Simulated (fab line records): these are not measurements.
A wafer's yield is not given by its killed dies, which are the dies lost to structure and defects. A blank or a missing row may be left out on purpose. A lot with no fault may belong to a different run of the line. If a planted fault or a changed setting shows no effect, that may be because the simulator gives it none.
2 desks looking at one fault	flow gf180mcu	every desk sees just its own numbers, and what lay behind them comes last

== FROM THE METROLOGY DESK ==
Lot by lot, what the gauges showed, no matter which tool ran the lot: averages of those sampled wafers that carry a number. The brackets show how far a lot's mean lies from the usual mean; more than 4 standard deviations puts the lot out of limits, marked OUT.
Columns: A = HV_LDD_3_TW at GF_HV_LDD_TW_MEAS_38, usual 1437; B = cd_nm at GF_HV_LDD_CD_MEAS_46, usual 399.6 nm
lot	first seen here	A	B
L523	day 11 21:24	1431	396.5
L529	day 13 16:31	1456	401.9
L535	day 16 00:53	1432	399.6
L538	day 16 21:30	1455	403.9
L539	day 17 04:30	1431	393.0
L542	day 18 06:25	1422	396.9
This desk found nothing out of limits on any of the 6 lots.

== THE TOOL OWNER'S DESK: litho_track-03 ==
The tool's own readings at GF_HV_LDD_DEVELOP_45 (develop time 60 s): means of the sampled wafers that have a number, for each lot that ran on this tool. The brackets show how far a lot's mean lies from the usual mean; more than 4 standard deviations puts the lot out of limits, marked OUT.
Columns: A = developer_temp_C at GF_HV_LDD_DEVELOP_45, usual 23.00 C
lot	first seen here	A
L535	day 16 22:11	23.00
L539	day 18 03:20	23.76 (+6.9) OUT
L542	day 19 05:49	23.63 (+5.7) OUT
Finding of this desk: L539, L542 out of limits; the first was L539 at day 18 03:20, on developer_temp_C at GF_HV_LDD_DEVELOP_45. In limits: L535.

== PUT TOGETHER ==
The tool owner's desk could have raised an alarm at day 18 03:20, on L539, L542.
The metrology desk saw nothing out of limits.
The metrology desk holds a record of L539, L542, inside its limits.
Of the lots named, all ran GF_HV_LDD_DEVELOP_45 on litho_track-03.

== WHAT WAS PUT IN BY THE SIMULATOR ==
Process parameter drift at GF_HV_LDD_DEVELOP_45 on litho_track-03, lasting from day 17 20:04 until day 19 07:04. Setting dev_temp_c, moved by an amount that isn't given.
Struck lots among those shown: L539, L542.
Each desk's first reading out of limits, in hours after the fault started: the tool owner's desk, 7.
